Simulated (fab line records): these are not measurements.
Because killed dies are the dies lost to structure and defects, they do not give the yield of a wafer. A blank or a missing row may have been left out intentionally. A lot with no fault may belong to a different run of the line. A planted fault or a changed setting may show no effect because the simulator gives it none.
Chamber matching || flow sky130 || cmp-01 running SKY_LI_CONTACT_CMP_02: 4 sister chambers
The step polishes PSG. 8 wafers are shown with their chamber, then 7 later ones without.

WAFERS, EACH WITH ITS CHAMBER
{"wafer": "L669.3", "chamber": 3, "motorCurrentA (A)": 10.9, "timeToEndpointS (s)": 31.6}
{"wafer": "L670.2", "chamber": 2, "motorCurrentA (A)": 9.9, "timeToEndpointS (s)": 37.0}
{"wafer": "L672.1", "chamber": 0, "motorCurrentA (A)": 12.8, "timeToEndpointS (s)": 36.0}
{"wafer": "L672.4", "chamber": 1, "motorCurrentA (A)": 11.7, "timeToEndpointS (s)": 32.1}
{"wafer": "L672.5", "chamber": 3, "motorCurrentA (A)": 11.1, "timeToEndpointS (s)": 29.0}
{"wafer": "L676.1", "chamber": 0, "motorCurrentA (A)": 12.7, "timeToEndpointS (s)": 35.5}
{"wafer": "L676.4", "chamber": 1, "motorCurrentA (A)": 12.0, "timeToEndpointS (s)": 31.0}
{"wafer": "L676.5", "chamber": 2, "motorCurrentA (A)": 10.2, "timeToEndpointS (s)": 34.5}

WAFERS WHOSE CHAMBER IS MISSING
{"wafer": "L686.6", "motorCurrentA (A)": 11.6, "timeToEndpointS (s)": 26.9}
{"wafer": "L688.1", "motorCurrentA (A)": 11.5, "timeToEndpointS (s)": 31.8}
{"wafer": "L688.3", "motorCurrentA (A)": 10.4, "timeToEndpointS (s)": 33.3}
{"wafer": "L688.4", "motorCurrentA (A)": 11.9, "timeToEndpointS (s)": 29.4}
{"wafer": "L689.2", "motorCurrentA (A)": 12.3, "timeToEndpointS (s)": 32.5}
{"wafer": "L689.3", "motorCurrentA (A)": 11.3, "timeToEndpointS (s)": 33.3}
{"wafer": "L689.4", "motorCurrentA (A)": 10.0, "timeToEndpointS (s)": 36.4}

EACH ONE'S CHAMBER
{"wafer": "L686.6", "from the rows above": "can't be placed: 1 or 3", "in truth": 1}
{"wafer": "L688.1", "from the rows above": "can't be placed: 1 or 3", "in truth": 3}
{"wafer": "L688.3", "from the rows above": "can't be placed: 2 or 3", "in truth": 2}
{"wafer": "L688.4", "from the rows above": 1, "in truth": 1}
{"wafer": "L689.2", "from the rows above": "can't be placed: 1 or 0", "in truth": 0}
{"wafer": "L689.3", "from the rows above": "can't be placed: 3 or 1", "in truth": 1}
{"wafer": "L689.4", "from the rows above": 2, "in truth": 2}
Correct placement for 2 of the 7. Can't be placed from these rows: 5 (the true chamber is among the candidates in 5). Number placed wrongly: 0.
How it was worked out, from the rows above alone: a wafer's distance from a chamber is the root of the sum, over the readings, of the square of ((its reading less the chamber's mean) divided by the reading's scatter). The wafer belongs to the nearest chamber; if the next one is less than 2 further off, it can't be placed. Each chamber's mean is taken over the wafers shown for it. The scatter: the root of (the sum of the squares of (reading less its chamber's mean) over the shown wafers, divided by (wafers less chambers)).
